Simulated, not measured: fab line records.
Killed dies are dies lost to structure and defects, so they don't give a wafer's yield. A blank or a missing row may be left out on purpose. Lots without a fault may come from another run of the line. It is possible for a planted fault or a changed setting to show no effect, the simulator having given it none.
Problem report in the 8D (eight disciplines) form, filled by code | flow sky130 | the parts of the form that need people (team, actions taken, sign-off) are left out

== 1. THE PROBLEM ==
A mean of 163.63 W is read at SKY_METAL1_DEHYDRATE_07 for heater-power-total-W, taken on 1 wafer of 1 lot, against 160.38 W (standard deviation 0.13) on wafers free of any fault. That is +25 standard deviations from the usual mean.
The step: time 60 s.
First seen on wafer L251.1, day 37 16:43, on litho-track-04. The record has a number at this step for 36 wafers belonging to 12 lots. By rule, "out" or "out of limits" means more than 4 standard deviations away from the usual mean. The rest of the wafers with a number are treated as sound.

== 2. WHAT THIS IS AND IS NOT ==
question                    | is                                 | is not
which readings at this step | heater-power-total-W, run-length-s | resist-line-temp-C
which lots                  | L251                               | L236, L237, L239, L242, L243, L248, L252, L254, L256, L257, L258
which wafers of those lots  | L251.1                             | L251.2, L251.6
read on which tools         | litho-track-04                     | litho-track-02, litho-track-03
when                        | from day 37 16:43                  | up to then (20 sound wafers); but 15 sound wafers of L252, L254, L256, L257, L258 came after

== 3. WHAT RULES OUT EACH SUSPECT ==
Counting: if a tool at a process step up to the reading ran every lot that is out, it stays a suspect. Sound lots after the first of them don't rule it out here, since some wafers of a struck lot are sound.
- cmp-01 at SKY_CONTACT_CMP_04 (polishes SiO2): kept. It ran the lot that is out, L251 (day 35 23:01); its last sound lot up to then is L248 (day 34 22:51).
- litho-track-04 at SKY_METAL1_DEHYDRATE_07 (time 60 s): kept. It ran the lot that is out, L251 (day 37 16:43); its last sound lot up to then is L248 (day 36 16:46). On those wafers its own readings are out: heater-power-total-W, run-length-s.
- Within cmp-01 at SKY_CONTACT_CMP_04: the wafers that are out ran in chamber 2; their sound lot-mates ran in chamber 0.
Left after counting: cmp-01 at SKY_CONTACT_CMP_04, litho-track-04 at SKY_METAL1_DEHYDRATE_07.

== 4. THE CAUSE (what the simulator had put in) ==
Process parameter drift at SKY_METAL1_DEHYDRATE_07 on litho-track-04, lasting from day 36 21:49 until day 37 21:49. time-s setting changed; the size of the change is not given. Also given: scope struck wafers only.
This tool is one of the 2 suspects left after counting.

== 5. THE EFFECT CHAIN, in route order ==
Each row: a reading whose mean over the struck wafers that have a number lies more than 3 standard deviations from the usual. Only readings for which the record gives a usual standard deviation are gone through. hours: the time from each lot's start at the first step in this table that gives one to its start at this step, as a median over the lots. sigmas: the change in usual standard deviations.
hours | step                    | reading              | usual    | on struck wafers | change | sigmas
0     | SKY_METAL1_DEHYDRATE_07 | heater-power-total-W | 160.38 W | 163.63           | +3.25  | +25
0     | SKY_METAL1_DEHYDRATE_07 | run-length-s         | 89.07 s  | 85.80            | -3.27  | -18
Its process steps:
- SKY_METAL1_DEHYDRATE_07: time 60 s.

== 6. HOW IT WOULD HAVE BEEN CAUGHT EARLIER ==
19 hours passed between the start of the fault at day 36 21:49 and the first reading out of limits in this record, taken at day 37 16:43.
